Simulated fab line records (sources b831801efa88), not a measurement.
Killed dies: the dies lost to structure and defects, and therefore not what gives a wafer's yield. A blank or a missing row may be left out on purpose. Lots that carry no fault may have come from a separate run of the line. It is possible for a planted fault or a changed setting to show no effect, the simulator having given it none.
8D (eight disciplines) problem report, filled in by code + flow sky130 + the parts of the form that need people (team, actions taken, sign-off) are left out

1. WHAT WENT WRONG
A mean of 4118.3 W is read at SKY_VIA2_SPUTTER_20 for cathode-dc-power-W, taken on 1 wafer of 1 lot, against 4000.0 W (standard deviation 0.67) on wafers free of any fault. That is +99 or more standard deviations from the usual mean.
The step: material TiN, target thk 20 nm, time 80 s.
Earliest sighting: wafer L671.2 on pvd-sputter-02 at day 41 12:47. At this step, 36 wafers from 12 lots have a number in the record. Rule for "out" (also "out of limits"): further than 4 standard deviations from the usual mean. Any other wafer with a number is counted as sound.

2. WHAT IT IS AND WHAT IT IS NOT
| question                    | is                 | is not                                                                                             |
|-----------------------------|--------------------|----------------------------------------------------------------------------------------------------|
| which readings at this step | cathode-dc-power-W | throttle-valve-pct                                                                                 |
| which lots                  | L671               | L657, L659, L660, L667, L669, L674, L675, L676, L677, L678, L679                                   |
| which wafers of those lots  | L671.2             | L671.3, L671.4                                                                                     |
| read on which tools         | pvd-sputter-02     | pvd-sputter-03, pvd-sputter-04                                                                     |
| when                        | from day 41 12:47  | up to then (17 sound wafers); but 18 sound wafers of L674, L675, L676, L677, L678, L679 came after |

3. SUSPECTS, AND WHAT RULES EACH OUT
Counting: any tool at a process step up to the reading remains a suspect provided it ran every lot that is out. Sound lots after the first of them don't rule it out here, since some wafers of a struck lot are sound.
- rie-metal-02 at SKY_METAL2_ETCH_18 (etches BARC in N2/H2, stops on SiO2, time 45.9 s, target depth 60 nm): kept. It processed L671, the lot that is out, at day 40 10:20, and its most recent sound lot before then was L667 at day 38 15:43.
- pvd-sputter-02 at SKY_VIA2_SPUTTER_20 (material TiN, target thk 20 nm, time 80 s): kept. It processed L671, the lot that is out, at day 41 12:47, and its most recent sound lot before then was L669 at day 40 17:19. Out on those wafers are its own readings of cathode-dc-power-W.
After counting, rie-metal-02 at SKY_METAL2_ETCH_18 and pvd-sputter-02 at SKY_VIA2_SPUTTER_20 remain.

4. THE CAUSE (what the simulator had put in)
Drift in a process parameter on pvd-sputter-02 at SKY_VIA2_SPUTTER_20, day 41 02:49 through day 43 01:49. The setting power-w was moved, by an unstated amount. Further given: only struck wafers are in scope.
Counting leaves 2 suspects; this tool is one of them.

5. SEQUENCE OF EFFECTS, ordered by route
Rows list readings where the struck wafers' mean (over those with a number) sits beyond 3 standard deviations from the usual. Only readings whose record carries a usual standard deviation are examined. hours: median over the lots of the time between each lot's start at the first step of this table that gives one and its start at this step. sigmas: the change, counted in usual standard deviations.
| hours | step                | reading            | usual    | on struck wafers | change | sigmas      |
|-------|---------------------|--------------------|----------|------------------|--------|-------------|
| 0     | SKY_VIA2_SPUTTER_20 | cathode-dc-power-W | 4000.0 W | 4118.3           | +118.3 | +99 or more |
Process steps it contains:
- SKY_VIA2_SPUTTER_20: material TiN, target thk 20 nm, time 80 s.
Later steps that measure or inspect, where all struck wafers having a row at the step show a number for every such reading and not one has moved that far: SKY_CAPM_THK_MEAS_04.

6. HOW IT WOULD HAVE BEEN CAUGHT EARLIER
First out-of-limits reading in this record: day 41 12:47, which is 10 hours after fault onset at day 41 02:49.
